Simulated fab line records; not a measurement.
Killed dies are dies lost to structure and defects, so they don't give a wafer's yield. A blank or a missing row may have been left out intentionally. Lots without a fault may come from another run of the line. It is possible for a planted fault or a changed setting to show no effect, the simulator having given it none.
A lot that was struck, set against a sound lot + flow sky130 + 15 steps out of a route of 708
Sound: the wafers L773.2, L773.5, L773.6. Struck: wafers L774.3, L774.6. (L774.2 of the same lot was not struck and is left out.) The cause comes at the end.
Per side, at each step with rows, come the tool, then ch with its chambers, and then its first start. Under that, the readings that differ: sound wafers + struck wafers + difference of the means + sigmas: that difference in standard deviations of wafers without a fault.
alike: same words and numbers on both sides, and readings whose means sit less than 2 such deviations apart. not compared: any withheld reading, any reading some wafer has no value for, any bound like >300 that may hide the same value, and any number with overlapping values for which the record gives no deviation.
The two part at a step that has a row with sigmas, a row that says differs or no value, or rows on one side only. Non-overlapping numbers with no deviation appear without sigmas and do not part them. A reading missing from all wafers of one side parts the sides only when that side holds two or more wafers.

SKY_LOCAL_INTERCONNECT_RS_MEAS_01: uses a four-point probe to measure.
  struck on film_metro-01, day 30 04:29; sound on film_metro-02, day 29 23:53
  alike: LOCAL_INTERCONNECT_TIN_RS
SKY_LOCAL_INTERCONNECT_THK_MEAS_02: measures by xrf.
  struck on film_metro-01, day 30 04:36; sound on film_metro-02, day 29 23:59
  alike: LOCAL_INTERCONNECT_TIN_THK
then, 8 steps without rows for these wafers: SKY_LOCAL_INTERCONNECT_DEHYDRATE_03 (time 60 s); SKY_LOCAL_INTERCONNECT_HMDS_04 (prime time 60 s); SKY_LOCAL_INTERCONNECT_COAT_05 (resist thk 60 nm); SKY_LOCAL_INTERCONNECT_COAT_06 (resist thk 450 nm); SKY_LOCAL_INTERCONNECT_SOFTBAKE_07 (time 90 s); SKY_LOCAL_INTERCONNECT_EXPOSE_08 (exposes mask LI1M, target cd 170 nm); SKY_LOCAL_INTERCONNECT_PEB_09; SKY_LOCAL_INTERCONNECT_DEVELOP_10 (develop time 60 s).
SKY_LOCAL_INTERCONNECT_CD_MEAS_11: the cd target is 170 nm.
  struck on cd_sem-01, day 31 09:01; sound on cd_sem-01, day 31 04:08
  alike: cd_nm
SKY_LOCAL_INTERCONNECT_OVL_MEAS_12:
  struck on overlay-02, day 31 09:08; sound on overlay-02, day 31 04:14
| reading                     | sound | struck | difference | sigmas |
|-----------------------------|-------|--------|------------|--------|
| LOCAL_INTERCONNECT_OVL (nm) | 9 6 6 | -5 -3  | -11        | -2     |
SKY_LOCAL_INTERCONNECT_ETCH_13: etches BARC in N2/H2, stops on SiO2, time 45.9 s, target depth 60 nm.
  sound on rie_metal-04 ch 0,1, day 31 04:16; struck on rie_metal-04 ch 0, day 31 09:10
| reading    | sound             | struck      | difference | sigmas |
|------------|-------------------|-------------|------------|--------|
| bias_w (W) | 99.99 99.99 99.67 | 87.74 87.89 | -12.07     | -43    |
  alike: drypump_motor_current_A, oes_product_au, throttle_valve_pct
  not compared: rf_hours_counter_h
SKY_LOCAL_INTERCONNECT_METAL_ETCH_14: etches TiN in Cl2/BCl3, stops on PSG, target depth 110 nm, time 31.4 s.
  sound on rie_metal-04 ch 0,1, day 31 04:20; struck on rie_metal-04 ch 0, day 31 09:13
  alike: bias_w, drypump_motor_current_A, oes_product_au, throttle_valve_pct
  not compared: rf_hours_counter_h
-- the record jumps here: 15 days lie between the struck wafers' starts before and after (it left off in module LOCAL_INTERCONNECT and takes up again in module PAD_OPEN, whose first step shown is number 708 of the route) --
SKY_PAD_OPEN_PROBE_99:
  struck on prober-02, day 46 16:45; sound on prober-01, day 46 15:28
| reading         | sound | struck | difference | sigmas |
|-----------------|-------|--------|------------|--------|
| killed_at_M4_up | 9 6 3 | 2 1    | -4         | -2     |
  alike: killed_at_M0_to_M3, killed_at_contacts, killed_at_front_end, killed_at_other, killed_dies, killed_open, killed_short

== WHERE THEY PART ==
Last at SKY_PAD_OPEN_PROBE_99 as far as this record goes, first at SKY_LOCAL_INTERCONNECT_OVL_MEAS_12.

WHY: whatever the simulator had introduced
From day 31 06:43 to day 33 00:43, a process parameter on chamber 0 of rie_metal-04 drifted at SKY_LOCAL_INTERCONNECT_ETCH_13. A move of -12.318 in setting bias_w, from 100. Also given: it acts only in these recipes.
